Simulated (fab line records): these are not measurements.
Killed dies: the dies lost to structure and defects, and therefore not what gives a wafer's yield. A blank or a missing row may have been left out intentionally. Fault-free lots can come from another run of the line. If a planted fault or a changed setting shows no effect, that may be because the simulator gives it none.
A lot that was struck, set against a sound lot	flow sky130	17 out of 708 route steps
Sound: the wafers L195.4, L195.5, L195.6. Struck: wafer L198.4 (left out: L198.5, L198.6 of the same lot, which were not struck); the cause appears at the end.
Order at every step that has rows: each side's tool, ch and its chambers, its first start. Under that, the readings that differ: sound wafers	struck wafers	difference of the means	sigmas: that difference in standard deviations of wafers without a fault.
alike: readings whose means differ by less than 2 such deviations, and words and numbers that are the same on both sides. not compared: withheld readings, readings that some wafer has no value for, bounds like >300 that may hide the same value, and numbers for which the record gives no deviation and whose values overlap.
A row with sigmas, a row that says differs or no value, or rows on one side alone: a step with any of these is where the two part. When numbers do not overlap yet have no deviation, they are printed without sigmas and do not part them. A reading missing from all wafers of one side parts the sides only when that side holds two or more wafers.

SKY_SPACER_THK_MEAS_01:
  struck on film metro-03, day 28 22:10; sound on film metro-04, day 27 23:27
  alike: SPACER_CVD_00_THK
SKY_SPACER_ETCHBACK_02: etches Si3N4 in CH3F/O2, stops on SiO2, time 46.7 s, target depth 45 nm.
  sound on rie diel-01 ch 1,2,3, day 27 23:29; struck on rie diel-01 ch 0, day 28 22:11
  alike: ch3f flow sccm, drypump motor current A, oes product au, throttle valve pct
  not compared: rf hours counter h
then, 8 steps without rows for these wafers: SKY_POLY_CUT_DEHYDRATE_00 (time 60 s); SKY_POLY_CUT_HMDS_01 (prime time 60 s); SKY_POLY_CUT_COAT_02 (resist thk 60 nm); SKY_POLY_CUT_COAT_03 (resist thk 450 nm); SKY_POLY_CUT_SOFTBAKE_04 (time 90 s); SKY_POLY_CUT_EXPOSE_05 (exposes mask NPCM, target cd 270 nm); SKY_POLY_CUT_PEB_06; SKY_POLY_CUT_DEVELOP_07 (develop time 60 s).
SKY_POLY_CUT_CD_MEAS_08 targets a cd of 270 nm.
  struck on cd sem-01, day 30 02:09; sound on cd sem-01, day 29 02:57
  alike: cd nm
SKY_POLY_CUT_OVL_MEAS_09:
  struck on overlay-02, day 30 02:14; sound on overlay-01, day 29 03:02
reading	sound	struck	difference	sigmas
POLY_CUT_OVL (nm)	-8 -7 3	8	+12	+2
SKY_POLY_CUT_ETCH_10: etches BARC in N2/H2, stops on SiO2, time 45.9 s, target depth 60 nm.
  sound on rie diel-03 ch 0,1, day 29 03:02; struck on rie diel-03 ch 3, day 30 02:14
reading	sound	struck	difference	sigmas
model.KrF-thick_of_POLY_CUT_COAT_03.thk nm (nm)	410.5 412.1 409.2	397.1	-13.5	
model.SiO2_of_SONOS_ONO_CVD_04.thk nm (nm)	4.091 4.276 4.169	3.329	-0.850	
  alike: drypump motor current A, oes product au, throttle valve pct
  not compared: rf hours counter h, model.POLY_CUT.cd nm
SKY_POLY_CUT_ETCH_11: etches Si3N4 in CF4/CH2F2/Ar, stops on poly-Si, time 42.5 s, target depth 60 nm.
  sound on rie diel-03 ch 0,1, day 29 03:05; struck on rie diel-03 ch 3, day 30 02:17
  alike: drypump motor current A, oes product au, throttle valve pct
  not compared: rf hours counter h, model.POLY_CUT.cd nm
SKY_POLY_CUT_STRIP_12: strips in O2/N2.
  sound on plasma asher-01 ch 0,1, day 29 03:10; struck on plasma asher-03 ch 1, day 30 02:22
reading	sound	struck	difference	sigmas
drypump motor current A (A)	5.41 6.01 5.41	6.22	+0.61	+3
strip time to endpoint s (s)	5.379 5.389 5.378	5.232	-0.150	-8
  alike: oes product au
  not compared: rf hours counter h
then, 1 step without rows for these wafers: SKY_SD_P_DEHYDRATE_00 (time 60 s).
SKY_PAD_OPEN_PROBE_99:
  the record holds rows for the sound wafers here (prober-02, day 49 02:41) but none for the struck ones

== WHERE THEY PART ==
Earliest at SKY_POLY_CUT_OVL_MEAS_09; latest, in this record, at SKY_PAD_OPEN_PROBE_99.

WHY: what the simulator had put in
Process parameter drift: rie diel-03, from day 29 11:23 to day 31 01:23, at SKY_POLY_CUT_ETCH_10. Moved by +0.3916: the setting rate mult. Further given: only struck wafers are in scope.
